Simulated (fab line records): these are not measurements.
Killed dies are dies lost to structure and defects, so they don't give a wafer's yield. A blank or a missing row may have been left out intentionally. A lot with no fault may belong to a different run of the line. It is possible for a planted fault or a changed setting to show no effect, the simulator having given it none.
fab line records ; flow sky130
[record] lots = 6; wafers = 18; last_day = 50
route steps=708 shown PWDE@52 NWELL@56 PAD_OPEN@708
lots with no fault: from the same line, run without faults
start_h: the number of hours between the record's first day and the start of the first shown wafer of the lot ; wait_h: how many hours have passed since the lot's step before this one ; " repeats the value in the row above ; L1.1+2: a row that stands for several wafers ; - value missing, or start not given ; * or withheld: withheld ; < > ~ a bound
route shown NAME@n: NAME is a module with steps in the file, n the number in the route of the first one ; usual: mean/standard deviation taken from wafers without a fault ; same: alike in all rows ; chamber/n: place in a boat ; sites: per-site readings ; _std_site: how widely they spread, as a standard deviation ; _edge_site: inner sites' mean taken away from outer sites' mean ; radius_mm: how far each site lies from the wafer's centre ; mask NAME#n: copy n ; behind: the most recent tool/chamber to have shaped the wafer ; hold: reason for holding the lot/hours on hold/outcome of the hold ; device: the n, p or np transistor that did not switch ; end of line: at the end of the route, the tests of the same wafers ; where a step has no rows: the recipe by itself ; killed: not the wafer's yield, but the dies lost to structure and defects at the first sort ; map: dies across one wafer; x = killed, . = not, _ = none there
set.NAME: the run value of the setting; set.NAME@STEP: its run value at that earlier step ; model.NAME: the simulator's own value behind a step, which no gauge read
certain route steps with their lots: each step a table, each wafer a row
services: a tool's chamber out of use, with start hour (start_h, from the record's first day; less than 0 if before it), hours out, and reason
[[steps]]
[step SKY_PWDE_OVL_MEAS_07]
[usual] PWDE_OVL = -0.2/1.2
lot.wafer;tool;chamber;start_h;wait_h;PWDE_OVL[nm]
L395.1;overlay-02;-;82.34;-;-0.3
L395.5;overlay-02;-;82.34;-;1.0
L395.6;overlay-02;-;82.34;-;0.8
L406.4;overlay-02;-;149.98;-;-0.2
L406.5;overlay-02;-;149.98;-;2.5
L406.6;overlay-02;-;149.98;-;1.0
L407.2;overlay-02;-;155.07;-;-1.7
L407.4;overlay-02;-;155.07;-;-0.4
L407.5;overlay-02;-;155.07;-;1.4
L409.2;overlay-01;-;167.76;-;-0.7
L409.5;overlay-01;-;167.76;-;0.0
L409.6;overlay-01;-;167.76;-;-1.2
L411.3;overlay-01;-;179.60;-;-1.4
L411.4;overlay-01;-;179.60;-;-2.7
L411.6;overlay-01;-;179.60;-;-1.9
L412.1;overlay-01;-;185.06;-;0.0
L412.2;overlay-01;-;185.06;-;1.4
L412.3;overlay-01;-;185.06;-;1.3
[step SKY_PWDE_IMPLANT_08]
[recipe] species = B; energy_kev = 150; dose_cm2 = 3.6e+12; tilt_deg = withheld
[step SKY_PWDE_STRIP_09]
[recipe] chemistry = O2/N2; power_w = 1400; pressure_mtorr = 1500; platen_temp_c = withheld; o2_flow_sccm = 3000; n2_flow_sccm = 300; overash_fraction = 0.5
[usual] drypump_motor_current_A = 6.2/0.46; o2_flow_sccm = 2999/8.7; oes_product_au = 0.722/0.0043; strip_time_to_endpoint_s = 36.96/0.083
lot.wafer;tool;chamber;start_h;wait_h;drypump_motor_current_A;o2_flow_sccm;oes_product_au;rf_hours_counter_h;strip_time_to_endpoint_s
L395.1;plasma_asher-02;1;82.52;0.1;6.5;3007;0.719;41;37.04
L395.5;plasma_asher-02;1;82.52;0.1;6.5;3003;0.719;-;36.99
L395.6;plasma_asher-02;0;82.52;0.1;6.6;3012;0.724;-;36.93
L406.4;plasma_asher-03;0;150.18;0.1;6.0;3006;0.724;-;37.04
L406.5;plasma_asher-03;0;150.18;0.1;5.9;2999;0.720;-;37.05
L406.6;plasma_asher-03;1;150.18;0.1;6.4;2985;0.713;-;36.94
L407.2;plasma_asher-02;1;155.25;0.1;6.5;2993;0.727;49;37.03
L407.4;plasma_asher-02;0;155.25;0.1;6.6;3008;0.731;-;36.92
L407.5;plasma_asher-02;1;155.25;0.1;6.4;3004;0.727;-;37.01
L409.2;plasma_asher-02;0;167.94;0.1;6.6;2992;0.727;51;36.97
L409.5;plasma_asher-02;0;167.94;0.1;6.6;3002;0.724;-;36.98
L409.6;plasma_asher-02;1;167.94;0.1;6.4;3006;0.726;-;37.00
L411.3;plasma_asher-02;0;179.81;0.1;6.6;3002;0.720;-;37.05
L411.4;plasma_asher-02;1;179.81;0.1;6.4;2999;0.720;-;36.94
L411.6;plasma_asher-02;1;179.81;0.1;6.4;2994;0.722;-;37.04
L412.1;plasma_asher-02;0;185.25;0.1;6.6;2987;0.721;52;37.00
L412.2;plasma_asher-02;1;185.25;0.1;6.5;3015;0.716;52;36.90
L412.3;plasma_asher-02;0;185.25;0.1;6.6;2987;0.722;-;36.97
[step SKY_PWDE_TW_MEAS_10]
[usual] PWDE_TW = 372.1/1.7
lot.wafer;tool;chamber;start_h;wait_h;PWDE_TW
L395.1;film_metro-03;-;82.62;0.1;373.8
L395.5;film_metro-03;-;82.62;0.1;372.5
L395.6;film_metro-03;-;82.62;0.1;374.2
L406.4;film_metro-02;-;150.27;0.1;372.0
L406.5;film_metro-02;-;150.27;0.1;373.4
L406.6;film_metro-02;-;150.27;0.1;371.1
L407.2;film_metro-02;-;155.36;0.1;371.7
L407.4;film_metro-02;-;155.36;0.1;373.8
L407.5;film_metro-02;-;155.36;0.1;372.0
L409.2;film_metro-02;-;168.05;0.1;373.0
L409.5;film_metro-02;-;168.05;0.1;372.7
L409.6;film_metro-02;-;168.05;0.1;371.8
L411.3;film_metro-04;-;179.89;0.1;370.5
L411.4;film_metro-04;-;179.89;0.1;372.4
L411.6;film_metro-04;-;179.89;0.1;368.8
L412.1;film_metro-02;-;185.35;0.1;372.1
L412.2;film_metro-02;-;185.35;0.1;372.3
L412.3;film_metro-02;-;185.35;0.1;376.5
[step SKY_NWELL_DEHYDRATE_03]
[recipe] temp_c = 200; time_s = 60
[step SKY_NWELL_HMDS_04]
[recipe] prime_time_s = 60; prime_temp_c = 120
[step SKY_NWELL_COAT_05]
[recipe] spin_rpm = 2000; resist_thk_nm = 3000
[step SKY_NWELL_SOFTBAKE_06]
[recipe] temp_c = 110; time_s = withheld
[step SKY_NWELL_EXPOSE_07]
[recipe] mask_id = NWM; na = 0.6; source_shape = conventional; sigma_outer = 0.6; polarization = unpolarized; target_cd_nm = 840; dose_mj = 255
[step SKY_NWELL_PEB_08]
[recipe] temp_c = 115; time_s = withheld
[step SKY_NWELL_DEVELOP_09]
[recipe] wall_angle_deg = 90; developer = TMAH; develop_time_s = 60; dev_temp_c = 23
[step SKY_NWELL_OVL_MEAS_10]
[usual] NWELL_00_OVL = -0.3/1.3
lot.wafer;tool;chamber;start_h;wait_h;NWELL_00_OVL[nm]
L395.1;overlay-02;-;99.34;-;-1.0
L395.5;overlay-02;-;99.34;-;-1.6
L395.6;overlay-02;-;99.34;-;-2.0
L406.4;overlay-02;-;169.59;-;-1.5
L406.5;overlay-02;-;169.59;-;-2.4
L406.6;overlay-02;-;169.59;-;-1.4
L407.2;overlay-01;-;175.14;-;-1.8
L407.4;overlay-01;-;175.14;-;-1.1
L407.5;overlay-01;-;175.14;-;-0.5
L409.2;overlay-02;-;188.38;-;1.5
L409.5;overlay-02;-;188.38;-;1.6
L409.6;overlay-02;-;188.38;-;1.3
L411.3;overlay-01;-;200.78;-;-1.3
L411.4;overlay-01;-;200.78;-;-2.3
L411.6;overlay-01;-;200.78;-;-2.4
L412.1;overlay-02;-;206.46;-;-1.6
L412.2;overlay-02;-;206.46;-;-0.6
L412.3;overlay-02;-;206.46;-;-1.3
[step SKY_NWELL_IMPLANT_11]
[recipe] species = P; energy_kev = 400; dose_cm2 = 1.9e+13; tilt_deg = withheld
[usual] beam_on_s = 10.04/0.23; dose_ions_cm2 = 1.8998e+13/1.9e+10
lot.wafer;tool;chamber;start_h;wait_h;beam_on_s;dose_ions_cm2
L395.1;implanter-03;0;99.37;0.0;10.32;1.901e+13
L395.5;implanter-03;0;99.37;0.0;10.23;1.9002e+13
L395.6;implanter-03;0;99.37;0.0;10.16;1.8962e+13
L406.4;implanter-03;0;169.68;0.1;9.96;1.9e+13
L406.5;implanter-03;0;169.68;0.1;9.49;1.9005e+13
L406.6;implanter-03;0;169.68;0.1;10.20;1.9008e+13
L407.2;implanter-01;0;175.20;0.0;10.27;1.897e+13
L407.4;implanter-01;0;175.20;0.0;10.17;1.8991e+13
L407.5;implanter-01;0;175.20;0.0;10.68;1.8981e+13
L409.2;implanter-04;0;188.43;0.0;10.19;1.9001e+13
L409.5;implanter-04;0;188.43;0.0;9.89;1.9009e+13
L409.6;implanter-04;0;188.43;0.0;10.09;1.901e+13
L411.3;implanter-04;0;200.86;0.1;10.10;1.9486e+13
L411.4;implanter-04;0;200.86;0.1;10.11;1.9495e+13
L411.6;implanter-04;0;200.86;0.1;10.08;1.946e+13
L412.1;implanter-04;0;206.49;0.0;10.00;1.9474e+13
L412.2;implanter-04;0;206.49;0.0;9.74;1.9436e+13
L412.3;implanter-04;0;206.49;0.0;9.76;1.9469e+13
[step SKY_NWELL_IMPLANT_12]
[recipe] species = P; energy_kev = 120; dose_cm2 = 1.3e+12; tilt_deg = withheld
[step SKY_NWELL_IMPLANT_13]
[recipe] species = P; energy_kev = 50; dose_cm2 = 7e+11; tilt_deg = withheld
[step SKY_NWELL_STRIP_14]
[recipe] chemistry = O2/N2; power_w = 1400; pressure_mtorr = 1500; platen_temp_c = withheld; o2_flow_sccm = 3000; n2_flow_sccm = 300; overash_fraction = 0.5
[usual] drypump_motor_current_A = 6.0/0.37; o2_flow_sccm = 3000/9.2; oes_product_au = 0.722/0.0042; strip_time_to_endpoint_s = 36.93/0.1
lot.wafer;tool;chamber;start_h;wait_h;drypump_motor_current_A;o2_flow_sccm;oes_product_au;rf_hours_counter_h;strip_time_to_endpoint_s
L395.1;plasma_asher-03;1;99.82;0.1;6.4;3006;0.726;37;36.94
L395.5;plasma_asher-03;0;99.82;0.1;5.9;3002;0.713;-;37.07
L395.6;plasma_asher-03;1;99.82;0.1;6.4;2997;0.718;-;36.96
L406.4;plasma_asher-01;0;170.09;0.1;5.4;3028;0.722;-;36.95
L406.5;plasma_asher-01;0;170.09;0.1;5.4;3015;0.722;-;36.99
L406.6;plasma_asher-01;1;170.09;0.1;6.6;2993;0.719;-;36.87
L407.2;plasma_asher-04;1;175.62;0.1;6.0;2998;0.724;6;37.04
L407.4;plasma_asher-04;0;175.62;0.1;5.6;2990;0.724;-;36.99
L407.5;plasma_asher-04;1;175.62;0.1;6.0;2993;0.718;-;37.13
L409.2;plasma_asher-03;0;188.86;0.1;6.0;2998;0.717;46;36.94
L409.5;plasma_asher-03;0;188.86;0.1;5.9;2986;0.712;-;36.88
L409.6;plasma_asher-03;1;188.86;0.1;6.4;3012;0.727;-;36.86
L411.3;plasma_asher-01;1;201.29;0.1;6.6;2994;0.716;-;36.76
L411.4;plasma_asher-01;0;201.29;0.1;5.4;2992;0.723;-;36.76
L411.6;plasma_asher-01;1;201.29;0.1;6.6;3001;0.720;-;36.93
L412.1;plasma_asher-03;0;206.94;0.1;6.0;2995;0.719;48;36.64
L412.2;plasma_asher-03;1;206.94;0.1;6.4;2997;0.721;48;36.78
L412.3;plasma_asher-03;0;206.94;0.1;6.0;3000;0.712;-;36.70
[step SKY_NWELL_TW_MEAS_15]
[usual] NWELL_TW = 1810/12
lot.wafer;tool;chamber;start_h;wait_h;NWELL_TW
L395.1;film_metro-03;-;99.92;0.1;1803
L395.5;film_metro-03;-;99.92;0.1;1805
L395.6;film_metro-03;-;99.92;0.1;1823
L406.4;film_metro-02;-;170.19;0.1;1818
L406.5;film_metro-02;-;170.19;0.1;1823
L406.6;film_metro-02;-;170.19;0.1;1816
L407.2;film_metro-02;-;175.73;0.1;1811
L407.4;film_metro-02;-;175.73;0.1;1817
L407.5;film_metro-02;-;175.73;0.1;1818
L409.2;film_metro-02;-;188.97;0.1;1830
L409.5;film_metro-02;-;188.97;0.1;1825
L409.6;film_metro-02;-;188.97;0.1;1824
L411.3;film_metro-02;-;201.38;0.1;1823
L411.4;film_metro-02;-;201.38;0.1;1821
L411.6;film_metro-02;-;201.38;0.1;1822
L412.1;film_metro-04;-;207.04;0.1;1818
L412.2;film_metro-04;-;207.04;0.1;1820
L412.3;film_metro-04;-;207.04;0.1;1819
[step SKY_NWELL_DEHYDRATE_16]
[recipe] temp_c = 200; time_s = 60
[step SKY_NWELL_HMDS_17]
[recipe] prime_time_s = 60; prime_temp_c = 120
[step SKY_NWELL_COAT_18]
[recipe] spin_rpm = 2000; resist_thk_nm = 3000
[step SKY_NWELL_SOFTBAKE_19]
[recipe] temp_c = 110; time_s = withheld
[step SKY_NWELL_EXPOSE_20]
[recipe] mask_id = NWM_COMPLEMENT; na = 0.6; source_shape = conventional; sigma_outer = 0.6; polarization = unpolarized; target_cd_nm = 840; dose_mj = 260
[step SKY_NWELL_PEB_21]
[recipe] temp_c = 115; time_s = withheld
[step SKY_NWELL_DEVELOP_22]
[recipe] wall_angle_deg = 90; developer = TMAH; develop_time_s = 60; dev_temp_c = 23
[step SKY_NWELL_OVL_MEAS_23]
[usual] NWELL_01_OVL = 1.1/1.2
lot.wafer;tool;chamber;start_h;wait_h;NWELL_01_OVL[nm]
L395.1;overlay-02;-;117.82;-;1.7
L395.5;overlay-02;-;117.82;-;-0.3
L395.6;overlay-02;-;117.82;-;2.0
L406.4;overlay-02;-;190.40;-;1.8
L406.5;overlay-02;-;190.40;-;2.0
L406.6;overlay-02;-;190.40;-;0.0
L407.2;overlay-02;-;196.73;-;2.1
L407.4;overlay-02;-;196.73;-;2.8
L407.5;overlay-02;-;196.73;-;1.5
L409.2;overlay-01;-;210.29;-;0.5
L409.5;overlay-01;-;210.29;-;-0.7
L409.6;overlay-01;-;210.29;-;1.0
L411.3;overlay-01;-;222.90;-;1.5
L411.4;overlay-01;-;222.90;-;0.0
L411.6;overlay-01;-;222.90;-;-0.3
L412.1;overlay-01;-;228.49;-;-1.2
L412.2;overlay-01;-;228.49;-;0.5
L412.3;overlay-01;-;228.49;-;-0.1
[step SKY_NWELL_IMPLANT_24]
[recipe] species = B; energy_kev = 140; dose_cm2 = 9.2e+12; tilt_deg = withheld
[step SKY_NWELL_STRIP_25]
[recipe] chemistry = O2/N2; power_w = 1400; pressure_mtorr = 1500; platen_temp_c = withheld; o2_flow_sccm = 3000; n2_flow_sccm = 300; overash_fraction = 0.5
[usual] drypump_motor_current_A = 6.0/0.39; o2_flow_sccm = 3000/9; oes_product_au = 0.722/0.0048; strip_time_to_endpoint_s = 36.93/0.096
lot.wafer;tool;chamber;start_h;wait_h;drypump_motor_current_A;o2_flow_sccm;oes_product_au;rf_hours_counter_h;strip_time_to_endpoint_s
L395.1;plasma_asher-03;1;118.01;0.1;6.4;3007;0.726;39;36.85
L395.5;plasma_asher-03;0;118.01;0.1;6.0;2990;0.721;-;36.86
L395.6;plasma_asher-03;1;118.01;0.1;6.4;3011;0.721;-;36.91
L406.4;plasma_asher-04;0;190.61;0.1;5.6;2999;0.723;-;36.99
L406.5;plasma_asher-04;0;190.61;0.1;5.6;2987;0.719;-;36.96
L406.6;plasma_asher-04;1;190.61;0.1;6.0;2997;0.719;-;36.92
L407.2;plasma_asher-03;1;196.91;0.1;6.4;3000;0.721;47;36.95
L407.4;plasma_asher-03;0;196.91;0.1;5.9;2999;0.719;-;37.04
L407.5;plasma_asher-03;0;196.91;0.1;6.0;3007;0.721;-;37.04
L409.2;plasma_asher-01;0;210.47;0.1;5.4;3021;0.735;38;37.01
L409.5;plasma_asher-01;1;210.47;0.1;6.6;2994;0.727;-;36.98
L409.6;plasma_asher-01;0;210.47;0.1;5.4;3019;0.717;-;37.00
L411.3;plasma_asher-04;1;223.11;0.1;6.0;3004;0.732;-;36.92
L411.4;plasma_asher-04;0;223.11;0.1;5.6;2999;0.721;-;36.93
L411.6;plasma_asher-04;0;223.11;0.1;5.6;2988;0.715;-;36.84
L412.1;plasma_asher-03;0;228.67;0.1;5.9;3007;0.726;50;36.89
L412.2;plasma_asher-03;1;228.67;0.1;6.4;3000;0.720;50;36.91
L412.3;plasma_asher-03;1;228.67;0.1;6.4;2994;0.725;-;37.03
[step SKY_NWELL_TW_MEAS_26]
[usual] NWELL_2_TW = 493/3.2
lot.wafer;tool;chamber;start_h;wait_h;NWELL_2_TW
L395.1;film_metro-04;-;118.11;0.1;488
L395.5;film_metro-04;-;118.11;0.1;485
L395.6;film_metro-04;-;118.11;0.1;489
L406.4;film_metro-04;-;190.70;0.1;490
L406.5;film_metro-04;-;190.70;0.1;490
L406.6;film_metro-04;-;190.70;0.1;489
L407.2;film_metro-04;-;197.02;0.1;495
L407.4;film_metro-04;-;197.02;0.1;492
L407.5;film_metro-04;-;197.02;0.1;491
L409.2;film_metro-03;-;210.58;0.1;492
L409.5;film_metro-03;-;210.58;0.1;493
L409.6;film_metro-03;-;210.58;0.1;493
L411.3;film_metro-02;-;223.19;0.1;492
L411.4;film_metro-02;-;223.19;0.1;488
L411.6;film_metro-02;-;223.19;0.1;492
L412.1;film_metro-02;-;228.77;0.1;495
L412.2;film_metro-02;-;228.77;0.1;496
L412.3;film_metro-02;-;228.77;0.1;494
[step SKY_NWELL_CLEAN_27]
[recipe] chemistry = SC1/SC2; mix = 1:4:20; temp_c = 70; time_s = 150; dry = n2_spin
[step SKY_NWELL_RTA_28]
[recipe] temp_c = 1050; time_s = 30; idle_temp_c = 650; ramp_up_c_per_s = 150; ramp_down_c_per_s = 90; ambient = N2
[usual] lamp_power_pct = 25.30/0.053; wafer_temp_C_max = 1054.7/0.89
lot.wafer;tool;chamber;start_h;wait_h;lamp_power_pct;wafer_temp_C_max
L395.1;rtp_anneal-01;0;118.22;0.0;25.32;1052.8
L395.5;rtp_anneal-01;0;118.22;0.0;25.29;1054.3
L395.6;rtp_anneal-01;0;118.22;0.0;25.36;1054.3
L406.4;rtp_anneal-02;0;190.88;0.1;25.27;1053.6
L406.5;rtp_anneal-02;0;190.88;0.1;25.28;1055.7
L406.6;rtp_anneal-02;0;190.88;0.1;25.27;1054.2
L407.2;rtp_anneal-01;0;197.13;0.0;25.35;1055.0
L407.4;rtp_anneal-01;0;197.13;0.0;25.33;1053.9
L407.5;rtp_anneal-01;0;197.13;0.0;25.27;1054.0
L409.2;rtp_anneal-01;0;210.70;0.0;25.29;1054.7
L409.5;rtp_anneal-01;0;210.70;0.0;25.19;1053.7
L409.6;rtp_anneal-01;0;210.70;0.0;25.22;1054.7
L411.3;rtp_anneal-02;0;223.32;0.0;25.32;1054.4
L411.4;rtp_anneal-02;0;223.32;0.0;25.31;1053.6
L411.6;rtp_anneal-02;0;223.32;0.0;25.27;1054.8
L412.1;rtp_anneal-01;0;228.88;0.0;25.31;1054.0
L412.2;rtp_anneal-01;0;228.88;0.0;25.26;1055.3
L412.3;rtp_anneal-01;0;228.88;0.0;25.31;1054.5
[step SKY_NWELL_RS_MEAS_29]
[recipe] thk_meas_gauge = four-point-probe
[usual] NWELL_RS = 624.6/1.7
lot.wafer;tool;chamber;start_h;wait_h;hold;NWELL_RS[ohm/sq]
L395.1;film_metro-02;-;118.32;0.1;-;626.6
L395.5;film_metro-02;-;118.32;0.1;-;625.2
L395.6;film_metro-02;-;118.32;0.1;-;623.9
L406.4;film_metro-04;-;191.04;0.1;-;624.2
L406.5;film_metro-04;-;191.04;0.1;-;625.4
L406.6;film_metro-04;-;191.04;0.1;-;624.2
L407.2;film_metro-04;-;197.24;0.1;-;624.2
L407.4;film_metro-04;-;197.24;0.1;-;624.0
L407.5;film_metro-04;-;197.24;0.1;-;625.1
L409.2;film_metro-02;-;210.80;0.1;-;622.4
L409.5;film_metro-02;-;210.80;0.1;-;623.1
L409.6;film_metro-02;-;210.80;0.1;-;624.7
L411.3;film_metro-04;-;223.42;0.1;await_dispo/0.2h/release;619.6
L411.4;film_metro-04;-;223.42;0.1;await_dispo/0.2h/release;617.6
L411.6;film_metro-04;-;223.42;0.1;await_dispo/0.2h/release;616.5
L411.3;film_metro-04;-;223.78;0.3;-;619.6
L411.4;film_metro-04;-;223.78;0.3;-;617.8
L411.6;film_metro-04;-;223.78;0.3;-;617.7
L412.1;film_metro-03;-;228.98;0.1;await_dispo/0.2h/release;617.8
L412.2;film_metro-03;-;228.98;0.1;await_dispo/0.2h/release;616.8
L412.3;film_metro-03;-;228.98;0.1;await_dispo/0.2h/release;617.9
L412.1;film_metro-03;-;229.34;0.3;-;617.4
L412.2;film_metro-03;-;229.34;0.3;-;616.7
L412.3;film_metro-03;-;229.34;0.3;-;616.5
[step SKY_PAD_OPEN_PROBE_99]
[usual] killed_at_M0_to_M3 = 42/6.9; killed_at_M4_up = 3.2/1.7; killed_at_contacts = 23/5.5; killed_at_front_end = 16/4; killed_at_other = 0.4/0.55; killed_dies = 85/9.2; killed_on_rim = 16/3.5; killed_open = 46/6.8; killed_short = 38/6.2
[same] gross_dies = 492; killed_at_back_side = 0
lot.wafer;tool;chamber;start_h;wait_h;killed_at_M0_to_M3;killed_at_M4_up;killed_at_contacts;killed_at_front_end;killed_at_other;killed_dies;killed_on_rim;killed_open;killed_short
L406.4;prober-02;-;1156.18;0.2;41;4;22;15;0;82;14;53;29
L406.5;prober-02;-;1156.23;0.2;39;1;25;18;0;83;16;44;38
L406.6;prober-02;-;1156.28;0.2;40;4;22;14;0;80;7;45;34
L407.2;prober-01;-;1163.36;0.1;31;5;29;15;0;80;14;47;33
L407.4;prober-01;-;1163.46;0.2;49;6;27;21;0;103;21;61;42
L407.5;prober-01;-;1163.51;0.2;41;2;28;15;0;86;11;43;43
L409.2;prober-01;-;1171.51;0.1;40;5;36;11;0;92;16;54;38
L409.5;prober-01;-;1171.66;0.2;38;4;27;15;1;85;11;48;37
L409.6;prober-01;-;1171.71;0.2;50;2;31;17;1;101;21;61;40
L411.3;prober-01;-;1187.23;0.2;49;2;20;20;0;91;14;44;47
L411.4;prober-01;-;1187.28;0.2;50;5;24;17;0;96;25;57;39
L411.6;prober-01;-;1187.38;0.2;45;4;20;19;0;88;14;51;37
// killed by level:class
L406.4 CONTACT:geometric_particle:open=11 VIA1:geometric_particle:open=11 VIA2:geometric_particle:open=9 LI_CONTACT:geometric_particle:open=8 FIELD_ISO:geometric_particle:short=4 METAL1:geometric_particle:short=4 VIA1:geometric_particle:short=4 FIELD_ISO:geometric_particle:open=3
L406.5 CONTACT:geometric_particle:open=10 METAL1:geometric_particle:short=7 VIA1:geometric_particle:open=7 METAL2:geometric_particle:open=5 LI_CONTACT:geometric_particle:open=5 VIA2:geometric_particle:open=5 FIELD_ISO:geometric_particle:short=4 CONTACT:geometric_particle:short=4
L406.6 CONTACT:geometric_particle:open=8 METAL1:geometric_particle:short=8 VIA2:geometric_particle:open=7 FIELD_ISO:geometric_particle:short=6 LI_CONTACT:geometric_particle:open=6 VIA1:geometric_particle:open=6 FIELD_ISO:geometric_particle:open=5 CONTACT:geometric_particle:short=5
L407.2 LI_CONTACT:geometric_particle:open=8 VIA2:geometric_particle:open=8 CONTACT:geometric_particle:open=7 POLY_GATE:geometric_particle:short=6 VIA1:geometric_particle:open=6 VIA3:geometric_particle:open=5 LOCAL_INTERCONNECT:geometric_particle:short=5 LI_CONTACT:geometric_particle:short=4
L407.4 CONTACT:geometric_particle:open=12 VIA2:geometric_particle:open=9 FIELD_ISO:geometric_particle:open=8 VIA1:geometric_particle:open=8 METAL2:geometric_particle:short=8 VIA3:geometric_particle:open=7 LI_CONTACT:geometric_particle:open=7 CONTACT:geometric_particle:short=5
L407.5 CONTACT:geometric_particle:open=11 METAL1:geometric_particle:short=7 VIA2:geometric_particle:open=7 LOCAL_INTERCONNECT:geometric_particle:short=6 VIA1:geometric_particle:open=6 POLY_GATE:geometric_particle:short=5 CONTACT:geometric_particle:short=5 VIA1:geometric_particle:short=5
L409.2 VIA1:geometric_particle:open=16 CONTACT:geometric_particle:open=16 CONTACT:geometric_particle:short=10 LI_CONTACT:geometric_particle:open=6 FIELD_ISO:geometric_particle:short=5 VIA2:geometric_particle:open=4 VIA1:geometric_particle:short=4 METAL2:geometric_particle:short=4
L409.5 CONTACT:geometric_particle:open=15 METAL2:geometric_particle:short=8 LI_CONTACT:geometric_particle:open=6 VIA2:geometric_particle:open=6 VIA1:geometric_particle:open=5 VIA1:geometric_particle:short=5 FIELD_ISO:geometric_particle:open=4 POLY_GATE:geometric_particle:open=4
L409.6 VIA1:geometric_particle:open=14 CONTACT:geometric_particle:open=12 LI_CONTACT:geometric_particle:open=11 VIA3:geometric_particle:open=7 METAL1:geometric_particle:short=6 VIA1:geometric_particle:short=6 FIELD_ISO:geometric_particle:short=5 METAL2:geometric_particle:short=5
L411.3 METAL1:geometric_particle:short=10 CONTACT:geometric_particle:open=7 VIA3:geometric_particle:open=7 VIA1:geometric_particle:open=6 VIA1:geometric_particle:short=6 FIELD_ISO:geometric_particle:open=5 LI_CONTACT:geometric_particle:open=5 METAL2:geometric_particle:short=5
L411.4 VIA1:geometric_particle:open=16 FIELD_ISO:geometric_particle:short=6 VIA2:geometric_particle:open=6 VIA3:geometric_particle:open=6 FIELD_ISO:geometric_particle:open=5 LI_CONTACT:geometric_particle:open=5 CONTACT:geometric_particle:open=5 VIA2:geometric_particle:short=5
L411.6 VIA2:geometric_particle:open=9 LI_CONTACT:geometric_particle:open=8 CONTACT:geometric_particle:open=8 METAL2:geometric_particle:short=7 VIA1:geometric_particle:open=6 FIELD_ISO:geometric_particle:open=5 POLY_GATE:geometric_particle:short=5 VIA3:geometric_particle:open=5
[[services]]
tool;chamber;start_h;hours;kind
implanter-01;-;99.24;2.4;repair
implanter-03;-;100.45;1.5;repair
plasma_asher-04;-;108.75;9.0;pm
plasma_asher-04;0;108.75;9.0;vent_cycle
plasma_asher-04;1;108.75;9.0;vent_cycle
plasma_asher-04;0;117.75;-;clean
plasma_asher-04;1;117.75;-;clean
implanter-01;-;128.74;2.6;repair
plasma_asher-01;-;143.21;22.6;repair
plasma_asher-02;-;161.53;2.2;repair
implanter-03;-;223.86;2.0;repair
implanter-01;-;225.32;3.0;pm
[[key]]
[first_sign] step = SKY_NWELL_IMPLANT_11; reading = dose_ions_cm2; direction = up; sigmas = 25; usual = *; struck = *
[effect] step = SKY_NWELL_RS_MEAS_29; reading = visit; direction = added
met_at SKY_NWELL_IMPLANT_11
struck_wafers L411.3,L411.4,L411.6,L412.1,L412.2,L412.3
tester_left_out L411,L412
onset_between 188.43 200.86
[fault] kind = process_parameter_drift; tool = implanter-04; chamber = -; onset_h = 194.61; steps = SKY_NWELL_IMPLANT_11; channel = dose_cm2; offset = *; shape = step; end_h = 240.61; acts_in = *; stated = *
// tester_left_out: of these lots the tester's yield and bins aren't shown, on N5 and GAA mostly nor the transistor test; their killed dies are dies lost to structure and defects alone, not to doping, threshold or leakage, so they don't give the yield
